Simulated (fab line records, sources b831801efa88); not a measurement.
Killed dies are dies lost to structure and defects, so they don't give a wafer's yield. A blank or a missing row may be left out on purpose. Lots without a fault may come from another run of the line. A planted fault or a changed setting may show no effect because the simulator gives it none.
fab line records | flow sky130
record lots=13 wafers=39 last_day=49
route steps=708 shown FIELD_ISO@5 NWELL@68 SPACER@305 METAL1@434 PAD_OPEN@708
lots that met no fault: from a run of the same line without faults
start_h: hours from the record's first day to the start of the lot's first wafer shown | wait_h: hours since the lot's step before | " the same as in the row above | L1.1+2: a row that stands for several wafers | - no value, or no start given | * or withheld: withheld | < > ~ a bound
route shown NAME@n: a module of which the file shows steps, and the number in the route of the first | usual: mean/standard deviation of fault-free wafers | same: alike in all rows | chamber/n: place in a boat | sites: the reading at each site | _std_site: their standard deviation | _edge_site: outer sites' mean less inner sites' | radius_mm: how far each site lies from the wafer's centre | mask NAME#n: copy n | behind: the tool/chamber that last shaped the wafer | hold: why the lot was held/for how many hours/how that ended | device: the transistor (n, p or np) that didn't switch | end of line: the same wafers' tests at the end of the route | a step without rows: its recipe alone | killed: dies lost to structure and defects at the first sort, not the wafer's yield | map: a wafer's dies, x killed, . not, _ none there
set.NAME: the setting as run; set.NAME@STEP: as run at that earlier step | model.NAME: the simulator's own value behind a step, which no gauge read
steps of the route over a sample of lots; a table a step, a row a wafer
services: from which hour (start_h, from the record's first day; less than 0 if before it) a tool's chamber was out of use, for how many hours, and why
## steps
# step SKY_FIELD_ISO_THK_MEAS_04
# recipe reads=Si3N4_of_FIELD_ISO_CVD_03
# usual FIELD_ISO_CVD_03_THK=164.8/1.4
# columns lot.wafer tool chamber start_h wait_h FIELD_ISO_CVD_03_THK[nm]
L477.2 film_metro-01 - 20.14 0.0 163.0
L477.3 " - " " 163.0
L477.5 " - " " 162.2
L478.1 film_metro-04 - 24.33 0.0 162.7
L478.2 " - " " 164.1
L478.6 " - " " 162.5
L479.2 film_metro-03 - 29.09 0.0 163.9
L479.4 " - " " 165.2
L479.6 " - " " 164.8
L481.1 film_metro-04 - 41.53 0.0 162.4
L481.3 " - " " 162.8
L481.4 " - " " 163.8
L483.1 film_metro-04 - 49.25 0.0 166.4
L483.4 " - " " 165.3
L483.6 " - " " 166.5
L484.3 film_metro-01 - 53.50 0.0 163.1
L484.4 " - " " 163.0
L484.6 " - " " 160.6
L485.2 film_metro-01 - 61.38 0.0 164.7
L485.4 " - " " 165.2
L485.5 " - " " 164.3
L488.1 film_metro-03 - 76.67 0.0 163.8
L488.4 " - " " 164.4
L488.5 " - " " 164.5
L489.4 film_metro-03 - 80.12 0.0 165.6
L489.5 " - " " 165.9
L489.6 " - " " 166.0
L491.2 film_metro-03 - 93.61 0.0 164.9
L491.4 " - " " 164.1
L491.6 " - " " 164.2
L492.1 film_metro-03 - 97.79 0.0 166.5
L492.5 " - " " 165.7
L492.6 " - " " 165.3
L494.4 film_metro-01 - 106.89 0.0 166.3
L494.5 " - " " 165.6
L494.6 " - " " 166.1
L495.1 film_metro-01 - 109.70 0.0 163.8
L495.2 " - " " 165.5
L495.5 " - " " 165.2
# step SKY_NWELL_TW_MEAS_15
# usual NWELL_TW=1842/13
# columns lot.wafer tool chamber start_h wait_h NWELL_TW
L477.2 film_metro-01 - 92.83 0.1 1851
L477.3 " - " " 1852
L477.5 " - " " 1842
L478.1 film_metro-04 - 96.27 0.1 1831
L478.2 " - " " 1828
L478.6 " - " " 1828
L479.2 film_metro-04 - 100.48 0.1 1832
L479.4 " - " " 1838
L479.6 " - " " 1834
L481.1 film_metro-02 - 114.27 0.1 1845
L481.3 " - " " 1841
L481.4 " - " " 1851
L483.1 film_metro-02 - 124.98 0.1 1859
L483.4 " - " " 1852
L483.6 " - " " 1848
L484.3 film_metro-02 - 131.14 0.1 1847
L484.4 " - " " 1842
L484.6 " - " " 1842
L485.2 film_metro-04 - 138.75 0.1 1837
L485.4 " - " " 1825
L485.5 " - " " 1823
L488.1 film_metro-01 - 159.11 0.1 1837
L488.4 " - " " 1832
L488.5 " - " " 1846
L489.4 film_metro-04 - 165.35 0.1 1816
L489.5 " - " " 1826
L489.6 " - " " 1816
L491.2 film_metro-02 - 177.47 0.1 1848
L491.4 " - " " 1855
L491.6 " - " " 1853
L492.1 film_metro-04 - 182.91 0.1 1835
L492.5 " - " " 1830
L492.6 " - " " 1826
L494.4 film_metro-02 - 193.14 0.1 1861
L494.5 " - " " 1862
L494.6 " - " " 1855
L495.1 film_metro-04 - 204.97 0.1 1827
L495.2 " - " " 1816
L495.5 " - " " 1811
# step SKY_SPACER_THK_MEAS_01
# recipe reads=Si3N4_of_SPACER_CVD_00
# usual SPACER_CVD_00_THK=43.2/0.36
# columns lot.wafer tool chamber start_h wait_h SPACER_CVD_00_THK[nm]
L477.2 film_metro-02 - 533.07 0.0 43.1
L477.3 " - " " 43.5
L477.5 " - " " 43.1
L478.1 film_metro-01 - 539.73 0.0 43.2
L478.2 " - " " 43.4
L478.6 " - " " 43.4
L479.2 film_metro-04 - 553.59 0.0 43.6
L479.4 " - " " 43.7
L479.6 " - " " 43.2
L481.1 film_metro-04 - 570.91 0.0 44.2
L481.3 " - " " 43.8
L481.4 " - " " 44.3
L483.1 film_metro-04 - 592.54 0.0 43.2
L483.4 " - " " 43.3
L483.6 " - " " 42.9
L484.3 film_metro-04 - 593.94 0.0 43.0
L484.4 " - " " 42.9
L484.6 " - " " 43.2
L485.2 film_metro-04 - 620.57 0.0 42.6
L485.4 " - " " 42.9
L485.5 " - " " 42.5
L488.1 film_metro-04 - 637.95 0.0 43.9
L488.4 " - " " 44.0
L488.5 " - " " 43.7
L489.4 film_metro-04 - 646.46 0.0 42.7
L489.5 " - " " 43.0
L489.6 " - " " 42.4
L491.2 film_metro-02 - 666.10 0.0 43.3
L491.4 " - " " 42.8
L491.6 " - " " 43.3
L492.1 film_metro-02 - 667.29 0.0 43.2
L492.5 " - " " 43.2
L492.6 " - " " 43.4
L494.4 film_metro-01 - 685.49 0.0 42.9
L494.5 " - " " 42.9
L494.6 " - " " 43.0
L495.1 film_metro-01 - 699.17 0.0 43.2
L495.2 " - " " 43.1
L495.5 " - " " 43.3
# step SKY_METAL1_SPUTTER_00
# recipe material=Ti target_thk_nm=15 power_w=3000 time_s=10 chamber_pressure_pa=0.4
# usual cathode_dc_power_W=2999.9/0.54 throttle_valve_pct=29.3/0.97
# columns lot.wafer tool chamber start_h wait_h cathode_dc_power_W throttle_valve_pct
L477.2 pvd_sputter-01 - 740.26 0.2 3000.2 28.9
L477.3 " - " " 3000.4 29.7
L477.5 " - " " 2999.6 27.8
L478.1 pvd_sputter-02 - 748.88 0.2 3001.2 28.7
L478.2 " - " " 3000.6 29.5
L478.6 " - " " 2999.6 28.1
L479.2 pvd_sputter-01 - 761.67 0.2 2999.8 29.3
L479.4 " - " " 3000.0 28.0
L479.6 " - " " 2999.4 29.2
L481.1 pvd_sputter-01 - 775.91 0.1 3000.7 29.5
L481.3 " - " " 2999.5 28.0
L481.4 " - " " 2998.7 29.0
L483.1 pvd_sputter-02 - 794.66 0.1 2999.3 28.9
L483.4 " - " " 3000.3 29.4
L483.6 " - " " 3000.4 29.5
L484.3 pvd_sputter-01 - 796.76 0.2 2999.4 29.6
L484.4 " - " " 3000.0 28.0
L484.6 " - " " 3000.5 28.1
L485.2 pvd_sputter-01 - 819.42 0.1 2999.3 29.6
L485.4 " - " " 3000.8 27.8
L485.5 " - " " 3000.5 28.2
L488.1 pvd_sputter-02 - 835.71 0.2 2998.4 27.9
L488.4 " - " " 2998.8 28.4
L488.5 " - " " 3000.2 28.2
L489.4 pvd_sputter-04 - 842.77 0.2 2999.7 29.9
L489.5 " - " " 3000.0 29.5
L489.6 " - " " 3000.2 30.4
L491.2 pvd_sputter-01 - 859.91 0.1 3000.5 30.7
L491.4 " - " " 3000.2 27.9
L491.6 " - " " 3000.3 29.6
L492.1 pvd_sputter-01 - 861.44 0.1 3000.3 28.8
L492.5 " - " " 3000.7 29.3
L492.6 " - " " 2999.9 30.8
L494.4 pvd_sputter-01 - 880.83 0.1 3000.2 30.6
L494.5 " - " " 2999.7 29.0
L494.6 " - " " 3000.2 27.9
L495.1 pvd_sputter-01 - 891.31 0.2 3000.2 27.8
L495.2 " - " " 3000.8 30.5
L495.5 " - " " 2999.8 28.9
# step SKY_PAD_OPEN_PROBE_99
# usual defect_limited_yield=82.4/1.8 killed_at_M0_to_M3=44/7 killed_at_M4_up=3.2/2 killed_at_contacts=25/5.3 killed_at_front_end=15/4.3 killed_at_other=0.3/0.54 killed_dies=86/8.7 killed_open=47/6.4 killed_short=39/5.6 sort_bin_3_pad_short=0.9/0.43 sort_bin_5_function=10.4/1.4 sort_bin_6_memory=6.3/1.2 sort_n_pass=406/8.7 sort_yield_pct=82.4/1.8
# same gross_dies=492 killed_at_back_side=0 sort_bin_4_leakage[%]=0 sort_bin_8_speed[%]=0
# columns lot.wafer tool chamber start_h wait_h defect_limited_yield[%] killed_at_M0_to_M3 killed_at_M4_up killed_at_contacts killed_at_front_end killed_at_other killed_dies killed_open killed_short sort_bin_3_pad_short[%] sort_bin_5_function[%] sort_bin_6_memory[%] sort_n_pass sort_yield_pct[%]
L479.2 prober-02 - 1091.26 0.1 83.3 36 3 31 11 1 82 41 39 1.0 10.0 5.7 410 83.3
L479.4 prober-02 - 1091.36 0.2 82.5 47 6 17 15 1 86 37 48 1.4 11.2 4.9 406 82.5
L479.6 prober-02 - 1091.46 0.2 80.1 53 3 28 13 1 98 51 45 1.6 12.4 5.9 394 80.1
L491.2 prober-01 - 1166.30 0.1 82.3 44 3 20 20 0 87 45 40 0.6 11.0 6.1 405 82.3
L491.4 prober-01 - 1166.40 0.2 83.3 37 4 21 19 1 82 45 35 0.6 12.6 3.5 410 83.3
L491.6 prober-01 - 1166.50 0.2 85.2 38 2 17 15 1 73 40 33 1.8 9.1 3.9 419 85.2
L494.4 prober-01 - 1178.50 0.2 80.3 54 6 24 13 0 97 44 53 0.4 13.2 6.1 395 80.3
L494.5 prober-01 - 1178.55 0.2 68.3 117 6 22 11 0 156 45 41 5.1 18.9 7.7 336 68.3
L494.6 prober-01 - 1178.60 0.2 81.5 38 10 33 10 0 91 54 37 0.4 11.4 6.7 401 81.5
L495.1 prober-02 - 1184.59 0.1 81.7 46 4 23 16 1 90 52 37 1.0 11.2 6.1 402 81.7
L495.2 prober-02 - 1184.64 0.1 82.5 46 8 23 9 0 86 47 39 0.4 11.8 5.3 406 82.5
L495.5 prober-02 - 1184.79 0.2 71.1 112 5 15 9 1 142 35 37 5.5 17.5 5.9 350 71.1
# killed by level:class
L479.2 CONTACT:geometric_particle:open=10 VIA1:geometric_particle:open=10 CONTACT:geometric_particle:short=7 LI_CONTACT:geometric_particle:open=6 VIA2:geometric_particle:open=6 FIELD_ISO:geometric_particle:short=4 LOCAL_INTERCONNECT:geometric_particle:short=4 METAL1:geometric_particle:short=4
L479.4 VIA1:geometric_particle:open=10 VIA1:geometric_particle:short=8 FIELD_ISO:geometric_particle:short=7 CONTACT:geometric_particle:open=6 CONTACT:geometric_particle:short=5 METAL1:geometric_particle:short=5 VIA2:geometric_particle:open=5 VIA3:geometric_particle:open=5
L479.6 VIA2:geometric_particle:open=12 LI_CONTACT:geometric_particle:open=11 CONTACT:geometric_particle:open=9 VIA3:geometric_particle:short=7 VIA1:geometric_particle:open=6 CONTACT:geometric_particle:short=6 METAL2:geometric_particle:short=6 METAL3:geometric_particle:short=5
L491.2 VIA1:geometric_particle:open=13 LI_CONTACT:geometric_particle:open=7 METAL1:geometric_particle:short=7 FIELD_ISO:geometric_particle:open=6 METAL2:geometric_particle:short=6 FIELD_ISO:geometric_particle:short=4 VIA1:geometric_particle:short=4 LOCAL_INTERCONNECT:geometric_particle:short=4
L491.4 VIA1:geometric_particle:open=12 METAL2:geometric_particle:short=7 FIELD_ISO:geometric_particle:open=6 LI_CONTACT:geometric_particle:open=6 LOCAL_INTERCONNECT:geometric_particle:short=5 VIA2:geometric_particle:open=5 CONTACT:geometric_particle:open=5 VIA3:geometric_particle:open=5
L491.6 VIA1:geometric_particle:open=13 VIA3:geometric_particle:open=7 METAL2:geometric_particle:short=6 FIELD_ISO:geometric_particle:open=5 CONTACT:geometric_particle:open=5 LI_CONTACT:geometric_particle:open=4 LOCAL_INTERCONNECT:geometric_particle:short=4 FIELD_ISO:geometric_particle:short=3
L494.4 VIA1:geometric_particle:open=15 METAL1:geometric_particle:short=8 VIA1:geometric_particle:short=8 CONTACT:geometric_particle:open=6 VIA2:geometric_particle:open=6 VIA3:geometric_particle:short=6 LI_CONTACT:geometric_particle:short=5 LI_CONTACT:geometric_particle:open=5
L494.5 METAL1:unspecified=70 VIA1:geometric_particle:open=12 VIA2:geometric_particle:open=8 METAL1:geometric_particle:short=7 CONTACT:geometric_particle:open=6 VIA3:geometric_particle:open=5 LI_CONTACT:geometric_particle:open=5 LI_CONTACT:geometric_particle:short=4
L494.6 LI_CONTACT:geometric_particle:open=11 VIA1:geometric_particle:open=9 VIA3:geometric_particle:open=9 VIA2:geometric_particle:open=9 METAL4:geometric_particle:short=8 CONTACT:geometric_particle:short=6 CONTACT:geometric_particle:open=6 FIELD_ISO:geometric_particle:short=4
L495.1 VIA1:geometric_particle:open=13 VIA2:geometric_particle:open=9 LI_CONTACT:geometric_particle:open=8 CONTACT:geometric_particle:open=8 METAL2:geometric_particle:short=8 METAL1:geometric_particle:short=6 FIELD_ISO:geometric_particle:short=5 POLY_GATE:geometric_particle:short=3
L495.2 VIA1:geometric_particle:open=11 CONTACT:geometric_particle:open=8 METAL2:geometric_particle:short=7 METAL1:geometric_particle:short=5 VIA3:geometric_particle:open=5 VIA1:geometric_particle:short=5 METAL4:geometric_particle:short=5 LI_CONTACT:geometric_particle:open=4
L495.5 METAL1:unspecified=70 VIA2:geometric_particle:open=7 VIA3:geometric_particle:open=7 CONTACT:geometric_particle:open=5 METAL1:geometric_particle:short=5 VIA1:geometric_particle:open=5 VIA1:geometric_particle:short=5 METAL4:geometric_particle:short=5
## services
# columns tool chamber start_h hours kind
pvd_sputter-01 0 718.15 - consumable_replace:kit
pvd_sputter-01 0 718.15 18.0 scheduled_down
pvd_sputter-01 0 718.15 18.0 vent_cycle
pvd_sputter-02 - 807.31 0.6 repair
pvd_sputter-02 1 860.85 - consumable_replace:kit
pvd_sputter-02 1 860.85 18.0 scheduled_down
pvd_sputter-02 1 860.85 18.0 vent_cycle
pvd_sputter-02 - 879.21 1.4 repair
pvd_sputter-04 - 885.23 8.5 repair
## key
first_sign step=SKY_PAD_OPEN_PROBE_99 reading=sort_bin_3_pad_short direction=up sigmas=10 usual=0.9 struck=5.3
effect step=SKY_PAD_OPEN_PROBE_99 reading=killed_at_M0_to_M3 direction=up sigmas=10 usual=44 struck=114
met_at SKY_METAL1_SPUTTER_00
struck_lots L494,L495
struck_wafers L494.5,L495.5
not_acting_at SKY_FIELD_ISO_THK_MEAS_04,SKY_NWELL_TW_MEAS_15,SKY_SPACER_THK_MEAS_01
onset_between 861.44 880.83
fault kind=chamber_particle_source tool=pvd_sputter-01 chamber=- onset_h=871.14 steps=SKY_METAL1_SPUTTER_00 rate_per_visit_cm2=1.9055 end_h=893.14 scope=struck_wafers_only
